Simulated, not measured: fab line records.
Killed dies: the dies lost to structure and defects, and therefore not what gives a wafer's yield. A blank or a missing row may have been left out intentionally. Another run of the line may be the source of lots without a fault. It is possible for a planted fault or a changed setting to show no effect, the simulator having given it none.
A lot that was struck, set against a sound lot || flow sfq-line || 18 out of 325 route steps
Sound: the wafers L682.1, L682.2, L682.4. Struck: wafers L696.2, L696.3, L696.4. The cause is given at the end.
Each step with rows lists, per side, the tool, then ch with its chambers, then its first start. Under that, the readings that differ: sound wafers || struck wafers || difference of the means || sigmas: that difference in standard deviations of wafers without a fault.
alike: a reading whose means differ by less than 2 such deviations, as well as words and numbers matching on both sides. not compared: withheld readings; readings where some wafer has no value; bounds like >300 that might hide an equal value; numbers whose values overlap and for which the record gives no deviation.
The two part at a step that has a row with sigmas, a row that says differs or no value, or rows on one side only. Numbers that have no deviation but don't overlap get no sigmas and don't part them. Lack of a reading on every wafer of one side parts them only where that side has two or more wafers.

SFQ_TRILAYER_M4_BARC_OPEN_METAL_ETCH_123: etches BARC in O2, target depth 125 nm, time 41.7 s.
  sound on rie-metal-02 ch 0,1, day 35 01:38; struck on rie-metal-01 ch 0,1, day 46 12:07
  alike: chamber-pressure-mTorr, drypump-motor-current-A, oes-product-au
  not compared: rf-hours-counter-h
SFQ_TRILAYER_M4_ETCH_METAL_ETCH_096: etches Nb in Cl2/Ar, stops on SiO2, target depth 240 nm, time 120 s.
  sound on rie-metal-02 ch 0,1, day 35 01:42; struck on rie-metal-01 ch 0,1, day 46 12:10
  alike: chamber-pressure-mTorr, drypump-motor-current-A, oes-product-au
  not compared: rf-hours-counter-h
then, 3 steps without rows for these wafers: SFQ_TRILAYER_M4_STRIP_STRIP_097 (strips in O2); SFQ_TRILAYER_M4_STRIP_SOLV_CLEAN_098 (cleans in NMP, time 600 s); SFQ_TRILAYER_I4_DEP_PECVD_099 (deposits SiO2 from SiH4/N2O, time 111.11 s, target thk 500 nm).
SFQ_TRILAYER_I4_CMP_CMP_100: polishes SiO2.
  sound on cmp-02 ch 0,1,3, day 36 04:28; struck on cmp-01 ch 0,1,3, day 47 01:06
  alike: head-pressure-psi, motor-current-A, platen-rpm, time-to-endpoint-s
SFQ_I4_BOW_MEAS_927:
  sound on film-metro-03 at day 36 07:28; struck on film-metro-03 at day 47 03:37
  alike: I4_BOW
SFQ_TRILAYER_I4_METRO_MEASURE_101:
  sound on film-metro-03 at day 36 07:35; struck on film-metro-03 at day 47 03:55
  alike: thk-nm
then, 4 steps without rows for these wafers: SFQ_TRILAYER_I4_VIA_LITHO_COAT_108 (resist thk 62.37 nm); SFQ_TRILAYER_I4_VIA_LITHO_COAT_103 (resist thk 650 nm); SFQ_TRILAYER_I4_VIA_LITHO_SOFTBAKE_107; SFQ_TRILAYER_I4_VIA_LITHO_EXPOSE_104 (exposes mask I4, target cd 700 nm).
-- the record jumps here: 5 days lie between the struck wafers' starts before and after --
SFQ_TRILAYER_I4_VIA_LITHO_PEB_106: peb time 60 s.
  sound on litho-track-02 ch 0, day 38 20:00; struck on litho-track-02 ch 0, day 52 14:15
{"reading": "heater-power-total-W (W)", "sound": "79.00 79.18 79.19", "struck": "80.76 80.90 80.96", "difference": "+1.75", "sigmas": "+28"}
  alike: chill-plate-temp-C, exhaust-pa, resist-line-temp-C
then, 1 step without rows for these wafers: SFQ_TRILAYER_I4_VIA_LITHO_DEVELOP_105 (time 60 s).
SFQ_I4_OVL_MEAS_928:
  sound on overlay-01 at day 38 20:18; struck on overlay-01 at day 52 14:32
  alike: I4_OVL
SFQ_TRILAYER_I4_VIA_BARC_OPEN_VIA_ETCH_146: etches BARC in O2, target depth 125 nm, time 41.7 s.
  sound on rie-diel-03 ch 0,1,3, day 38 20:20; struck on rie-diel-03 ch 0,1,3, day 52 14:34
{"reading": "model.I4.cd-nm (nm)", "sound": "699.6 701.3 699.1", "struck": "688.7 690 689.8", "difference": -10.5, "sigmas": ""}
  alike: chamber-pressure-mTorr, drypump-motor-current-A, oes-product-au
  not compared: rf-hours-counter-h
SFQ_TRILAYER_I4_VIA_ETCH_VIA_ETCH_106: etches SiO2 in CHF3, stops on Nb, target depth 260 nm.
  sound on rie-diel-03 ch 0,1,3, day 38 20:23; struck on rie-diel-03 ch 0,1,3, day 52 14:36
{"reading": "model.I4.cd-nm (nm)", "sound": "700 700.8 699.2", "struck": "689.6 688.9 689.7", "difference": -10.6, "sigmas": ""}
  alike: chamber-pressure-mTorr, drypump-motor-current-A, oes-product-au
SFQ_TRILAYER_I4_VIA_STRIP_STRIP_107: strips in O2.
  sound on rie-metal-02 ch 0,1, day 38 20:29; struck on rie-metal-03 ch 0,1, day 52 14:43
  alike: chamber-pressure-mTorr, drypump-motor-current-A, oes-product-au
  not compared: rf-hours-counter-h

== WHERE THEY PART ==
At SFQ_TRILAYER_I4_VIA_LITHO_PEB_106 and nowhere else, as far as this record goes. Later steps at which nothing parts them and some readings are alike: SFQ_I4_OVL_MEAS_928, SFQ_TRILAYER_I4_VIA_BARC_OPEN_VIA_ETCH_146, SFQ_TRILAYER_I4_VIA_ETCH_VIA_ETCH_106, SFQ_TRILAYER_I4_VIA_STRIP_STRIP_107.

WHY: what had been put in by the simulator
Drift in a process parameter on litho-track-02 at SFQ_TRILAYER_I4_VIA_LITHO_PEB_106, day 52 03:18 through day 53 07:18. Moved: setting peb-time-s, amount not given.
